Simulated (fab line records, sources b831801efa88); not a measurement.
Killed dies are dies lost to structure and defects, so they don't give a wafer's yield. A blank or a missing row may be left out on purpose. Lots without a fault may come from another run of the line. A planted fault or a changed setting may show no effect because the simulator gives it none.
fab line records | flow sky130
record lots=5 wafers=14 last_day=49
route steps=708 shown LDD_HVN@272 LDD_HVP@278 LDD_LDN@289 PAD_OPEN@708
lots that met no fault: from a run of the same line without faults
start_h: hours from the record's first day to the start of the lot's first wafer shown | wait_h: hours since the lot's step before | " the same as in the row above | L1.1+2: a row that stands for several wafers | - no value, or no start given | * or withheld: withheld | < > ~ a bound
route shown NAME@n: a module of which the file shows steps, and the number in the route of the first | usual: mean/standard deviation of fault-free wafers | same: alike in all rows | chamber/n: place in a boat | sites: the reading at each site | _std_site: their standard deviation | _edge_site: outer sites' mean less inner sites' | radius_mm: how far each site lies from the wafer's centre | mask NAME#n: copy n | behind: the tool/chamber that last shaped the wafer | hold: why the lot was held/for how many hours/how that ended | device: the transistor (n, p or np) that didn't switch | end of line: the same wafers' tests at the end of the route | a step without rows: its recipe alone | killed: dies lost to structure and defects at the first sort, not the wafer's yield | map: a wafer's dies, x killed, . not, _ none there
set.NAME: the setting as run; set.NAME@STEP: as run at that earlier step | model.NAME: the simulator's own value behind a step, which no gauge read
lots at some steps of the route; a table a step, a row a wafer
services: from which hour (start_h, from the record's first day; less than 0 if before it) a tool's chamber was out of use, for how many hours, and why
## steps
# step SKY_LDD_HVN_PEB_05
# recipe temp_c=withheld time_s=* resist=NOVOLAK
# step SKY_LDD_HVN_DEVELOP_06
# recipe resist=NOVOLAK developer=TMAH develop_time_s=60 dev_temp_c=23
# step SKY_LDD_HVN_OVL_MEAS_07
# usual LDD_HVN_OVL=0.4/1.4
# columns lot.wafer tool chamber start_h wait_h LDD_HVN_OVL[nm]
L425.3 overlay-01 - 498.50 0.1 0.6
L425.4 " - " " -2.4
L425.5 " - " " -2.7
L433.2 overlay-02 - 571.40 0.1 -1.9
L433.3 " - " " -1.8
L437.1 overlay-02 - 602.50 0.1 0.2
L437.2 " - " " -1.1
L437.5 " - " " 2.6
L438.1 overlay-02 - 611.75 0.1 -1.9
L438.2 " - " " 0.6
L438.3 " - " " 0.3
L440.1 overlay-01 - 631.64 0.1 -1.6
L440.4 " - " " -0.9
L440.5 " - " " -2.9
# step SKY_LDD_HVN_IMPLANT_08
# recipe species=P energy_kev=60 dose_cm2=3e+13 tilt_deg=40
# step SKY_LDD_HVN_STRIP_09
# recipe chemistry=O2/N2 power_w=1400 pressure_mtorr=1500 platen_temp_c=withheld o2_flow_sccm=3000 n2_flow_sccm=300 overash_fraction=0.5
# usual drypump_motor_current_A=6.1/0.49 oes_product_au=0.409/0.0044 strip_time_to_endpoint_s=4.132/0.013
# columns lot.wafer tool chamber start_h wait_h drypump_motor_current_A oes_product_au rf_hours_counter_h strip_time_to_endpoint_s
L425.3 plasma_asher-03 0 498.71 0.1 6.0 0.408 - 4.133
L425.4 " 1 " " 6.7 0.404 - 4.127
L425.5 " 0 " " 6.0 0.408 - 4.134
L433.2 plasma_asher-03 1 571.58 0.1 6.6 0.411 15 4.141
L433.3 " 0 " " 6.0 0.407 - 4.140
L437.1 plasma_asher-03 0 602.68 0.1 6.0 0.416 19 4.137
L437.2 " 1 " " 6.6 0.405 19 4.126
L437.5 " 1 " " 6.6 0.406 - 4.129
L438.1 plasma_asher-01 0 611.93 0.1 6.5 0.409 47 4.136
L438.2 " 1 " " 4.9 0.401 47 4.120
L438.3 " 0 " " 6.5 0.409 - 4.131
L440.1 plasma_asher-02 0 631.83 0.1 5.9 0.403 82 4.134
L440.4 " 1 " " 6.2 0.403 - 4.114
L440.5 " 1 " " 6.2 0.402 - 4.128
# step SKY_LDD_HVN_TW_MEAS_10
# usual LDD_HVN_TW=1437/16
# columns lot.wafer tool chamber start_h wait_h LDD_HVN_TW
L425.3 film_metro-04 - 498.80 0.1 1448
L425.4 " - " " 1450
L425.5 " - " " 1442
L433.2 film_metro-02 - 571.69 0.1 1418
L433.3 " - " " 1414
L437.1 film_metro-03 - 602.78 0.1 1448
L437.2 " - " " 1450
L437.5 " - " " 1445
L438.1 film_metro-03 - 612.03 0.1 1444
L438.2 " - " " 1438
L438.3 " - " " 1445
L440.1 film_metro-04 - 631.93 0.1 1444
L440.4 " - " " 1443
L440.5 " - " " 1441
# step SKY_LDD_HVP_DEHYDRATE_00
# recipe temp_c=200 time_s=60
# step SKY_LDD_HVP_HMDS_01
# recipe prime_time_s=60 prime_temp_c=120
# step SKY_LDD_HVP_COAT_02
# recipe resist=NOVOLAK spin_rpm=3000 resist_thk_nm=300
# step SKY_LDD_HVP_SOFTBAKE_03
# recipe temp_c=90 time_s=60 resist=NOVOLAK
# step SKY_LDD_HVP_EXPOSE_04
# recipe mask_id=HVPTM na=0.6 source_shape=conventional sigma_outer=0.6 polarization=unpolarized target_cd_nm=700 dose_mj=86
# step SKY_LDD_HVP_PEB_05
# recipe temp_c=withheld time_s=* resist=NOVOLAK
# step SKY_LDD_HVP_DEVELOP_06
# recipe resist=NOVOLAK developer=TMAH develop_time_s=60 dev_temp_c=23
# columns lot.wafer tool chamber start_h wait_h
L425.3+4+5 litho_track-02 0 529.96 0.1
L433.2+3 litho_track-04 0 600.92 0.1
L437.1+2+5 litho_track-02 0 630.86 0.1
L438.1+2+3 litho_track-01 0 640.74 0.1
L440.1+4+5 litho_track-04 0 660.20 0.1
# step SKY_LDD_HVP_OVL_MEAS_07
# usual LDD_HVP_OVL=-1.2/1.2
# columns lot.wafer tool chamber start_h wait_h LDD_HVP_OVL[nm]
L425.3 overlay-01 - 530.07 0.1 -1.4
L425.4 " - " " -0.4
L425.5 " - " " 0.2
L433.2 overlay-01 - 601.05 0.1 -2.9
L433.3 " - " " -1.3
L437.1 overlay-01 - 631.01 0.1 -2.4
L437.2 " - " " -2.0
L437.5 " - " " -3.4
L438.1 overlay-01 - 640.89 0.1 -0.8
L438.2 " - " " 0.9
L438.3 " - " " -1.1
L440.1 overlay-01 - 660.35 0.1 -4.3
L440.4 " - " " -2.5
L440.5 " - " " -3.8
# step SKY_LDD_HVP_IMPLANT_08
# recipe species=B energy_kev=20 dose_cm2=1.7e+13 tilt_deg=17.9
# step SKY_LDD_HVP_STRIP_09
# recipe chemistry=O2/N2 power_w=1400 pressure_mtorr=1500 platen_temp_c=withheld o2_flow_sccm=3000 n2_flow_sccm=300 overash_fraction=0.5
# usual drypump_motor_current_A=5.7/0.53 oes_product_au=0.409/0.0042 strip_time_to_endpoint_s=4.142/0.011
# columns lot.wafer tool chamber start_h wait_h drypump_motor_current_A oes_product_au rf_hours_counter_h strip_time_to_endpoint_s
L425.3 plasma_asher-01 1 530.28 0.1 4.9 0.418 - 4.134
L425.4 " 0 " " 6.6 0.404 - 4.131
L425.5 " 1 " " 4.9 0.412 - 4.144
L433.2 plasma_asher-04 0 601.23 0.1 5.3 0.403 91 4.143
L433.3 " 1 " " 5.4 0.411 - 4.138
L437.1 plasma_asher-04 1 631.20 0.1 5.4 0.411 94 4.120
L437.2 " 0 " " 5.3 0.411 94 4.133
L437.5 " 1 " " 5.4 0.403 - 4.130
L438.1 plasma_asher-01 0 641.08 0.1 6.6 0.401 50 4.132
L438.2 " 1 " " 4.9 0.408 50 4.145
L438.3 " 0 " " 6.6 0.409 - 4.147
L440.1 plasma_asher-02 1 660.53 0.1 6.2 0.397 85 4.130
L440.4 " 0 " " 5.9 0.411 - 4.121
L440.5 " 1 " " 6.2 0.408 - 4.133
# step SKY_LDD_HVP_TW_MEAS_10
# usual LDD_HVP_TW=451/3.9
# columns lot.wafer tool chamber start_h wait_h LDD_HVP_TW
L425.3 film_metro-01 - 530.37 0.1 451
L425.4 " - " " 451
L425.5 " - " " 450
L433.2 film_metro-01 - 601.34 0.1 428
L433.3 " - " " 450
L437.1 film_metro-01 - 631.30 0.1 451
L437.2 " - " " 452
L437.5 " - " " 451
L438.1 film_metro-01 - 641.18 0.1 450
L438.2 " - " " 449
L438.3 " - " " 450
L440.1 film_metro-01 - 660.63 0.1 448
L440.4 " - " " 449
L440.5 " - " " 447
# step SKY_LDD_LDN_DEHYDRATE_00
# recipe temp_c=200 time_s=60
# step SKY_PAD_OPEN_PROBE_99
# usual killed_at_M0_to_M3=45/7.3 killed_at_M4_up=3.1/1.7 killed_at_contacts=25/5.1 killed_at_front_end=15/4.5 killed_at_other=0.3/0.56 killed_dies=88/9.4 killed_on_rim=17/4.3 killed_open=47/6.6 killed_short=40/6.9
# same gross_dies=492 killed_at_back_side=0
# columns lot.wafer tool chamber start_h wait_h killed_at_M0_to_M3 killed_at_M4_up killed_at_contacts killed_at_front_end killed_at_other killed_dies killed_on_rim killed_open killed_short
L433.2 prober-01 - 1144.94 0.1 45 2 21 393 0 461 96 43 48
L433.3 prober-01 - 1144.99 0.2 41 6 23 17 0 87 17 44 43
L437.1 prober-01 - 1164.52 0.1 48 3 19 16 0 86 9 40 46
L437.2 prober-01 - 1164.57 0.1 58 4 22 14 0 98 26 46 52
L437.5 prober-01 - 1164.72 0.2 37 3 30 15 0 85 18 49 36
L440.1 prober-02 - 1181.17 0.1 40 5 25 18 0 88 25 49 39
L440.4 prober-02 - 1181.32 0.2 41 4 20 8 1 74 22 44 30
L440.5 prober-02 - 1181.37 0.2 53 1 25 9 0 88 15 44 43
# killed by level:class
L433.2 LDD_HVP:area_develop=370 VIA2:geometric_particle:open=9 CONTACT:geometric_particle:open=8 POLY_GATE:geometric_particle:short=7 FIELD_ISO:geometric_particle:short=6 VIA1:geometric_particle:short=6 METAL2:geometric_particle:short=6 VIA3:geometric_particle:open=6
L433.3 METAL1:geometric_particle:short=8 CONTACT:geometric_particle:open=7 LI_CONTACT:geometric_particle:open=7 VIA1:geometric_particle:open=7 VIA2:geometric_particle:open=5 CONTACT:geometric_particle:short=5 METAL2:geometric_particle:short=5 METAL4:geometric_particle:short=5
L437.1 METAL1:geometric_particle:short=10 LI_CONTACT:geometric_particle:open=8 VIA1:geometric_particle:open=7 VIA3:geometric_particle:open=6 VIA3:geometric_particle:short=5 METAL2:geometric_particle:short=5 FIELD_ISO:geometric_particle:short=4 POLY_GATE:geometric_particle:open=4
L437.2 VIA2:geometric_particle:open=10 METAL1:geometric_particle:short=10 VIA1:geometric_particle:open=9 LI_CONTACT:geometric_particle:open=6 CONTACT:geometric_particle:open=6 METAL3:geometric_particle:short=6 CONTACT:geometric_particle:short=5 VIA1:geometric_particle:short=5
L437.5 VIA1:geometric_particle:open=14 CONTACT:geometric_particle:short=8 CONTACT:geometric_particle:open=8 LI_CONTACT:geometric_particle:open=7 VIA2:geometric_particle:open=7 VIA2:geometric_particle:short=6 FIELD_ISO:geometric_particle:open=5 FIELD_ISO:geometric_particle:short=4
L440.1 VIA1:geometric_particle:open=11 LI_CONTACT:geometric_particle:open=9 CONTACT:geometric_particle:open=9 VIA3:geometric_particle:open=8 FIELD_ISO:geometric_particle:short=6 FIELD_ISO:geometric_particle:open=5 METAL1:geometric_particle:short=5 METAL4:geometric_particle:short=5
L440.4 VIA1:geometric_particle:open=13 VIA2:geometric_particle:open=7 LI_CONTACT:geometric_particle:open=6 METAL1:geometric_particle:short=6 CONTACT:geometric_particle:short=5 CONTACT:geometric_particle:open=5 FIELD_ISO:geometric_particle:open=4 METAL2:geometric_particle:short=3
L440.5 VIA1:geometric_particle:open=13 METAL2:geometric_particle:short=9 VIA3:geometric_particle:open=9 CONTACT:geometric_particle:open=8 CONTACT:geometric_particle:short=5 METAL3:geometric_particle:short=5 METAL1:geometric_particle:short=5 POLY_GATE:geometric_particle:open=4
# map L433.2 (x killed, . not)
__________xxxxxxxxxx_________
________xxxxxxxxxxxxxx_______
______xxxxxxxxxxxxxxxxxx_____
_____xxxxxxxxxxxxxxxxxxxx____
____xxxxxxxx.xx.x..xxxxxxx___
___xxxxxxxxxxxx.xxxx.xxxxxx__
__xxxx.xxxxxxxxxxxxxxxxxxxxx_
_xxxxxxxxxxx.x.xxxxxxxxxxxxxx
_xxxxxxxxxxx.xxxxxxxxxxxxxxxx
_xxxxxxxx..x..xxxxxxxxxxxxxxx
_xxxx.xxx..xx..xx.xxxx.xxxxxx
_xxxxxxxx.xx.x.x.xxxx.xxxxxxx
_xxxxxx.xxxxxxxx.x.xxxxxxxxxx
_xxxxxxxxxx.xxxxxxxxxxxxxxxxx
_xxxxxxxxxxxxxxxxxxxxxxxxxxxx
__xxxxxxxxxxxxx.xxxxxxxxxxxx_
___xxxxxxxxxxxxxxxxxxxxxxxx__
____xxxxxxxxxxxxxxxxxxxxxx___
_____xxxxxxxxxxxxxxxxxxxx____
______xxxxxxxxxxxxxxxxxx_____
________xxxxxxxxxxxxxx_______
__________xxxxxxxxxx_________
# map L440.1 (x killed, . not)
__________.x......xx_________
________.x....x..x...._______
______..x...........x..._____
_____.....xx..x.x..x..x.x____
____.x.....x..x......x.xx.___
___.x............xxx.....x.__
__..x....x.................._
_..x............x...........x
_..x.x.............x....x....
_....x.....x..x.x............
_..................x..x.x...x
_xx...x.x..x..........x.....x
_x.x..xx.x...x........x.x....
_......x...x.....x...x.....x.
_..................x.........
__.........................._
___..xx...xx....xx.....x...__
____.x......x......x......___
_____x........xx....x....____
______x...x............._____
________.xx.....x....x_______
__________x..x...x.x_________
## services
# columns tool chamber start_h hours kind
plasma_asher-01 - 565.19 33.9 repair
plasma_asher-02 - 577.86 1.5 repair
plasma_asher-04 - 617.20 2.8 pm
plasma_asher-03 - 637.83 1.7 repair
## key
first_sign step=SKY_LDD_HVP_TW_MEAS_10 reading=LDD_HVP_TW direction=down sigmas=5.9 usual=451 struck=428
effect step=SKY_PAD_OPEN_PROBE_99 reading=killed_at_front_end direction=up sigmas=84 usual=15 struck=393
more_kills_born_at SKY_LDD_HVP_DEVELOP_06@litho_track-04=370
met_at SKY_LDD_HVP_DEVELOP_06
struck_wafers L433.2
tester_left_out L433
fault kind=process_parameter_drift tool=litho_track-04 chamber=- onset_h=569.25 steps=SKY_LDD_HVP_DEVELOP_06 channel=develop_time_s offset=* shape=step end_h=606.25 scope=struck_wafers_only acts_in=* stated=*
# tester_left_out: of these lots the tester's yield and bins aren't shown, on N5 and GAA mostly nor the transistor test; their killed dies are dies lost to structure and defects alone, not to doping, threshold or leakage, so they don't give the yield
